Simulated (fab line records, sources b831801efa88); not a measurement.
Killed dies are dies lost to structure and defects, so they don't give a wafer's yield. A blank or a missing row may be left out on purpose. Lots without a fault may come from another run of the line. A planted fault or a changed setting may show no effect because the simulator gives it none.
fab line records | flow sky130
record lots=14 wafers=42 last_day=51
route steps=708 shown FIELD_ISO@28 VT_ADJUST_HVTP@96 VT_ADJUST_LVTN@115 VT_ADJUST_PCH@150 PAD_OPEN@708
lots that met no fault: from a run of the same line without faults
start_h: hours from the record's first day to the start of the lot's first wafer shown | wait_h: hours since the lot's step before | " the same as in the row above | L1.1+2: a row that stands for several wafers | - no value, or no start given | * or withheld: withheld | < > ~ a bound
route shown NAME@n: a module of which the file shows steps, and the number in the route of the first | usual: mean/standard deviation of fault-free wafers | same: alike in all rows | chamber/n: place in a boat | sites: the reading at each site | _std_site: their standard deviation | _edge_site: outer sites' mean less inner sites' | radius_mm: how far each site lies from the wafer's centre | mask NAME#n: copy n | behind: the tool/chamber that last shaped the wafer | hold: why the lot was held/for how many hours/how that ended | device: the transistor (n, p or np) that didn't switch | end of line: the same wafers' tests at the end of the route | a step without rows: its recipe alone | killed: dies lost to structure and defects at the first sort, not the wafer's yield | map: a wafer's dies, x killed, . not, _ none there
set.NAME: the setting as run; set.NAME@STEP: as run at that earlier step | model.NAME: the simulator's own value behind a step, which no gauge read
steps of the route over a sample of lots; a table a step, a row a wafer
services: from which hour (start_h, from the record's first day; less than 0 if before it) a tool's chamber was out of use, for how many hours, and why
## steps
# step SKY_FIELD_ISO_CMP_27
# recipe stop_on=Si3N4 t_overpolish_s=16 down_force_psi=4 platen_rpm=60 target_thk_nm=457.8 pad_velocity_m_s=0.94248
# usual motor_current_A=12.3/1.3 overpolish_run_s=16.001/0.0083 t_overpolish_s=16/0 time_to_endpoint_s=114/4.2
# columns lot.wafer tool chamber start_h wait_h motor_current_A overpolish_run_s t_overpolish_s time_to_endpoint_s
L154.1 cmp-02 0 42.11 0.1 13.4 15.995 16 119
L154.4 " 2 " " 12.0 16.008 16 115
L154.5 " 3 " " 10.9 16.002 16 112
L155.3 cmp-01 1 42.18 0.1 14.8 16.003 16 110
L155.1 " 2 " " 11.9 16.001 16 113
L155.5 " 3 " " 11.5 16.004 16 116
L156.2 cmp-01 3 49.58 0.1 11.2 16.003 16 113
L156.6 " 1 " " 14.4 16.008 16 107
L156.5 " 2 " " 11.0 16.007 16 116
L157.4 cmp-02 0 51.49 0.1 13.4 16.017 16 120
L157.3 " 1 " " 13.3 16.012 16 115
L157.5 " 0 " " 12.0 16.008 16 119
L158.2 cmp-01 1 57.12 0.1 14.3 16.005 16 102
L158.3 " 2 " " 11.3 15.996 16 110
L158.6 " 3 " " 10.8 16.006 16 104
L159.3 cmp-02 3 64.77 0.0 11.0 15.986 16 111
L159.6 " 3 " " 10.9 15.992 16 113
L159.5 " 0 " " 13.0 16.008 16 116
L160.1 cmp-01 2 68.79 0.0 10.9 16.002 16 112
L160.2 " 1 " " 14.5 16.004 16 105
L160.5 " 3 " " 11.4 16.015 16 106
L161.1 cmp-02 2 74.29 0.0 11.6 16.000 16 108
L161.4 " 0 " " 13.2 16.002 16 120
L161.5 " 2 " " 11.5 16.007 16 109
L162.1 cmp-02 3 80.70 0.1 10.8 16.002 16 116
L162.3 " 0 " " 12.8 16.000 16 120
L162.6 " 3 " " 10.9 15.991 16 120
L169.2 cmp-02 2 110.92 0.0 11.6 11.693 11.688 112
L169.4 " 3 " " 11.0 16.018 16 113
L169.3 " 0 " " 13.9 15.994 16 120
L170.3 cmp-02 3 116.23 0.0 11.3 15.995 16 117
L170.4 " 0 " " 14.1 16.007 16 119
L170.1 " 2 " " 12.4 11.672 11.688 108
L171.3 cmp-01 1 122.83 0.1 14.7 15.991 16 107
L171.6 " 2 " " 11.7 15.988 16 117
L171.5 " 3 " " 11.3 15.998 16 111
L175.1 cmp-01 3 149.03 0.0 11.7 16.007 16 103
L175.3 " 2 " " 10.9 16.000 16 111
L175.6 " 0 " " 14.0 15.994 16 113
L176.2 cmp-01 2 152.08 0.1 10.8 15.986 16 115
L176.5 " 1 " " 15.0 15.997 16 111
L176.6 " 2 " " 11.5 15.998 16 113
# step SKY_VT_ADJUST_HVTP_TW_MEAS_11
# usual VT_ADJUST_HVTP_TW=1353/17
# columns lot.wafer tool chamber start_h wait_h VT_ADJUST_HVTP_TW
L154.1 film_metro-03 - 137.11 0.1 1335
L154.4 " - " " 1342
L154.5 " - " " 1336
L155.1 film_metro-03 - 138.30 0.1 1340
L155.3 " - " " 1334
L155.5 " - " " 1341
L156.2 film_metro-02 - 145.77 0.1 1364
L156.5 " - " " 1374
L156.6 " - " " 1370
L157.3 film_metro-03 - 148.93 0.1 1342
L157.4 " - " " 1332
L157.5 " - " " 1341
L158.2 film_metro-02 - 154.12 0.1 1382
L158.3 " - " " 1373
L158.6 " - " " 1375
L159.3 film_metro-02 - 163.77 0.1 1369
L159.5 " - " " 1375
L159.6 " - " " 1366
L160.1 film_metro-02 - 166.51 0.1 1368
L160.2 " - " " 1373
L160.5 " - " " 1372
L161.1 film_metro-02 - 174.45 0.1 1361
L161.4 " - " " 1358
L161.5 " - " " 1369
L162.1 film_metro-02 - 182.46 0.1 1365
L162.3 " - " " 1356
L162.6 " - " " 1352
L169.2 film_metro-03 - 219.99 0.1 1326
L169.3 " - " " 1332
L169.4 " - " " 1328
L170.1 film_metro-02 - 225.65 0.1 1370
L170.3 " - " " 1381
L170.4 " - " " 1374
L171.3 film_metro-03 - 233.74 0.1 1328
L171.5 " - " " 1329
L171.6 " - " " 1330
L175.1 film_metro-02 - 267.00 0.1 1366
L175.3 " - " " 1374
L175.6 " - " " 1365
L176.2 film_metro-04 - 269.21 0.1 1362
L176.5 " - " " 1354
L176.6 " - " " 1366
# step SKY_VT_ADJUST_LVTN_OVL_MEAS_18
# usual VT_ADJUST_LVTN_01_OVL=0.2/1.4
# columns lot.wafer tool chamber start_h wait_h VT_ADJUST_LVTN_01_OVL[nm]
L154.1 overlay-02 - 177.28 0.1 0.4
L154.4 " - " " -0.4
L154.5 " - " " -0.8
L155.1 overlay-02 - 178.30 0.1 2.1
L155.3 " - " " 1.4
L155.5 " - " " 1.9
L156.2 overlay-02 - 187.10 0.1 -0.4
L156.5 " - " " -0.1
L156.6 " - " " 0.2
L157.3 overlay-02 - 189.81 0.1 -0.3
L157.4 " - " " 0.4
L157.5 " - " " 0.4
L158.2 overlay-02 - 197.29 0.1 -0.7
L158.3 " - " " -0.3
L158.6 " - " " -0.1
L159.3 overlay-01 - 207.56 0.1 0.2
L159.5 " - " " -0.1
L159.6 " - " " -0.9
L160.1 overlay-01 - 210.90 0.1 1.9
L160.2 " - " " 1.8
L160.5 " - " " 2.9
L161.1 overlay-01 - 219.48 0.1 0.7
L161.4 " - " " 0.2
L161.5 " - " " 1.3
L162.1 overlay-02 - 226.33 0.1 1.2
L162.3 " - " " 2.1
L162.6 " - " " 0.3
L169.2 overlay-02 - 267.84 0.1 0.3
L169.3 " - " " 0.2
L169.4 " - " " 1.4
L170.1 overlay-02 - 272.80 0.1 0.5
L170.3 " - " " 0.5
L170.4 " - " " 0.6
L171.3 overlay-01 - 282.01 0.1 1.4
L171.5 " - " " -0.1
L171.6 " - " " 2.0
L175.1 overlay-02 - 318.43 0.1 -1.1
L175.3 " - " " -0.3
L175.6 " - " " 0.8
L176.2 overlay-02 - 320.75 0.1 -2.9
L176.5 " - " " -2.9
L176.6 " - " " -1.4
# step SKY_VT_ADJUST_PCH_OVL_MEAS_07
# usual VT_ADJUST_PCH_OVL=-0.3/1.4
# columns lot.wafer tool chamber start_h wait_h VT_ADJUST_PCH_OVL[nm]
L154.1 overlay-02 - 245.65 - 0.8
L154.4 " - " " 1.5
L154.5 " - " " 0.5
L155.1 overlay-01 - 246.80 - -0.9
L155.3 " - " " -0.8
L155.5 " - " " -1.9
L156.2 overlay-02 - 256.36 - -3.8
L156.5 " - " " -3.4
L156.6 " - " " -3.2
L157.3 overlay-02 - 258.81 - 1.1
L157.4 " - " " 0.5
L157.5 " - " " -0.4
L158.2 overlay-02 - 268.15 - -0.9
L158.3 " - " " -2.4
L158.6 " - " " -1.9
L159.3 overlay-02 - 276.01 - -0.3
L159.5 " - " " -0.2
L159.6 " - " " 0.7
L160.1 overlay-01 - 282.35 - 3.1
L160.2 " - " " 2.0
L160.5 " - " " 2.5
L161.1 overlay-01 - 290.10 - -1.1
L161.4 " - " " -0.6
L161.5 " - " " -1.0
L162.1 overlay-02 - 297.85 - -2.1
L162.3 " - " " -1.9
L162.6 " - " " -2.3
L169.2 overlay-02 - 346.36 - -2.4
L169.3 " - " " -0.9
L169.4 " - " " -1.2
L170.1 overlay-01 - 351.45 - 0.5
L170.3 " - " " -0.3
L170.4 " - " " -1.4
L171.3 overlay-02 - 363.41 - -1.9
L171.5 " - " " -2.9
L171.6 " - " " -2.1
L175.1 overlay-02 - 403.80 - -0.1
L175.3 " - " " -0.9
L175.6 " - " " -1.4
L176.2 overlay-02 - 408.10 - -0.3
L176.5 " - " " -1.1
L176.6 " - " " -0.8
# step SKY_PAD_OPEN_PROBE_99
# usual killed_at_M0_to_M3=43/7.5 killed_at_M4_up=3.2/1.9 killed_at_contacts=24/5.6 killed_at_front_end=15/4.8 killed_at_other=0.2/0.54 killed_dies=86/11 killed_open=47/7.6 killed_short=39/7.1
# same gross_dies=492 killed_at_back_side=0
# columns lot.wafer tool chamber start_h wait_h killed_at_M0_to_M3 killed_at_M4_up killed_at_contacts killed_at_front_end killed_at_other killed_dies killed_open killed_short
L158.2 prober-02 - 1127.85 0.1 35 3 26 10 0 74 40 34
L158.3 prober-02 - 1127.90 0.2 48 3 27 16 0 94 43 51
L158.6 prober-02 - 1128.05 0.2 41 3 24 17 0 85 46 39
L159.3 prober-01 - 1131.03 0.2 41 3 22 11 0 77 37 40
L159.5 prober-01 - 1131.13 0.2 38 5 20 16 2 81 40 41
L159.6 prober-01 - 1131.18 0.2 42 9 22 6 1 80 43 37
L162.1 prober-02 - 1146.30 0.1 41 2 31 16 1 91 52 39
L162.3 prober-02 - 1146.40 0.2 48 2 34 15 0 99 53 46
L162.6 prober-02 - 1146.55 0.2 31 4 21 18 0 74 43 31
L170.1 prober-02 - 1185.30 0.1 67 5 19 17 0 108 56 52
L170.3 prober-02 - 1185.40 0.2 43 1 28 20 0 92 42 50
L170.4 prober-02 - 1185.45 0.2 46 4 21 16 0 87 52 35
# killed by level:class
L158.2 VIA1:geometric_particle:open=9 CONTACT:geometric_particle:open=8 LI_CONTACT:geometric_particle:open=7 CONTACT:geometric_particle:short=6 VIA2:geometric_particle:short=5 VIA3:geometric_particle:open=4 VIA2:geometric_particle:open=4 VIA1:geometric_particle:short=3
L158.3 CONTACT:geometric_particle:open=10 VIA1:geometric_particle:short=9 LI_CONTACT:geometric_particle:open=9 VIA3:geometric_particle:open=9 METAL2:geometric_particle:short=7 FIELD_ISO:geometric_particle:short=6 VIA1:geometric_particle:open=6 CONTACT:geometric_particle:short=5
L158.6 VIA1:geometric_particle:open=9 VIA2:geometric_particle:open=8 LI_CONTACT:geometric_particle:open=6 CONTACT:geometric_particle:short=6 FIELD_ISO:geometric_particle:short=5 VIA1:geometric_particle:short=5 POLY_GATE:geometric_particle:open=5 VIA2:geometric_particle:short=5
L159.3 CONTACT:geometric_particle:open=10 VIA3:geometric_particle:open=8 VIA1:geometric_particle:open=8 METAL2:geometric_particle:short=5 METAL3:geometric_particle:short=5 METAL1:geometric_particle:short=4 POLY_GATE:geometric_particle:short=4 LI_CONTACT:geometric_particle:open=4
L159.5 VIA3:geometric_particle:open=8 METAL3:geometric_particle:short=6 LI_CONTACT:geometric_particle:open=6 VIA1:geometric_particle:open=6 FIELD_ISO:geometric_particle:short=5 CONTACT:geometric_particle:short=5 VIA1:geometric_particle:short=5 CONTACT:geometric_particle:open=5
L159.6 VIA1:geometric_particle:open=10 LI_CONTACT:geometric_particle:open=8 CONTACT:geometric_particle:open=6 VIA3:geometric_particle:short=6 VIA3:geometric_particle:open=6 METAL4:geometric_particle:short=6 METAL2:geometric_particle:short=5 METAL1:geometric_particle:short=4
L162.1 CONTACT:geometric_particle:open=11 VIA1:geometric_particle:open=11 CONTACT:geometric_particle:short=9 FIELD_ISO:geometric_particle:open=7 VIA2:geometric_particle:open=7 VIA1:geometric_particle:short=5 LI_CONTACT:geometric_particle:open=5 METAL2:geometric_particle:short=5
L162.3 CONTACT:geometric_particle:open=13 VIA1:geometric_particle:short=9 VIA1:geometric_particle:open=8 VIA3:geometric_particle:open=8 LI_CONTACT:geometric_particle:open=6 VIA2:geometric_particle:open=5 CONTACT:geometric_particle:short=5 VIA3:geometric_particle:short=5
L162.6 LI_CONTACT:geometric_particle:open=10 VIA3:geometric_particle:open=8 FIELD_ISO:geometric_particle:open=6 VIA2:geometric_particle:open=5 FIELD_ISO:geometric_particle:short=4 CONTACT:geometric_particle:open=4 CONTACT:geometric_particle:short=4 VIA1:geometric_particle:short=4
L170.1 VIA1:geometric_particle:open=15 VIA2:geometric_particle:open=9 METAL2:geometric_particle:short=9 FIELD_ISO:geometric_particle:short=7 VIA3:geometric_particle:short=6 CONTACT:geometric_particle:open=6 METAL1:geometric_particle:short=6 LI_CONTACT:geometric_particle:open=5
L170.3 VIA1:geometric_particle:open=10 CONTACT:geometric_particle:open=7 LI_CONTACT:geometric_particle:open=6 CONTACT:geometric_particle:short=6 VIA2:geometric_particle:short=6 VIA2:geometric_particle:open=6 FIELD_ISO:geometric_particle:open=5 LOCAL_INTERCONNECT:geometric_particle:short=5
L170.4 VIA1:geometric_particle:open=12 LI_CONTACT:geometric_particle:open=8 CONTACT:geometric_particle:open=7 METAL2:geometric_particle:short=7 VIA3:geometric_particle:open=6 VIA2:geometric_particle:short=5 VIA2:geometric_particle:open=5 SPACER:geometric_particle:open=4
## services
# columns tool chamber start_h hours kind
cmp-02 - 54.21 5.4 pm
cmp-01 - 64.00 4.0 pm
cmp-01 - 68.00 - consumable_replace:conditioner
cmp-01 - 68.00 - consumable_replace:pad
cmp-02 - 140.93 7.7 repair
## key
first_sign step=SKY_FIELD_ISO_CMP_27 reading=t_overpolish_s direction=down sigmas=99+ usual=16 struck=11.688
effect step=SKY_FIELD_ISO_CMP_27 reading=overpolish_run_s direction=down sigmas=99+ usual=16.001 struck=11.682
met_at SKY_FIELD_ISO_CMP_27
struck_lots L169,L170
struck_wafers L169.2,L170.1
tester_left_out L169,L170
not_acting_at SKY_VT_ADJUST_HVTP_TW_MEAS_11,SKY_VT_ADJUST_LVTN_OVL_MEAS_18,SKY_VT_ADJUST_PCH_OVL_MEAS_07
onset_between 74.29 110.92
fault kind=process_parameter_drift tool=cmp-02 chamber=2 onset_h=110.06 steps=SKY_FIELD_ISO_CMP_27 channel=t_overpolish_s offset=-4.3121 shape=step end_h=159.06 acts_in=these_recipes_only stated=16
# tester_left_out: of these lots the tester's yield and bins aren't shown, on N5 and GAA mostly nor the transistor test; their killed dies are dies lost to structure and defects alone, not to doping, threshold or leakage, so they don't give the yield
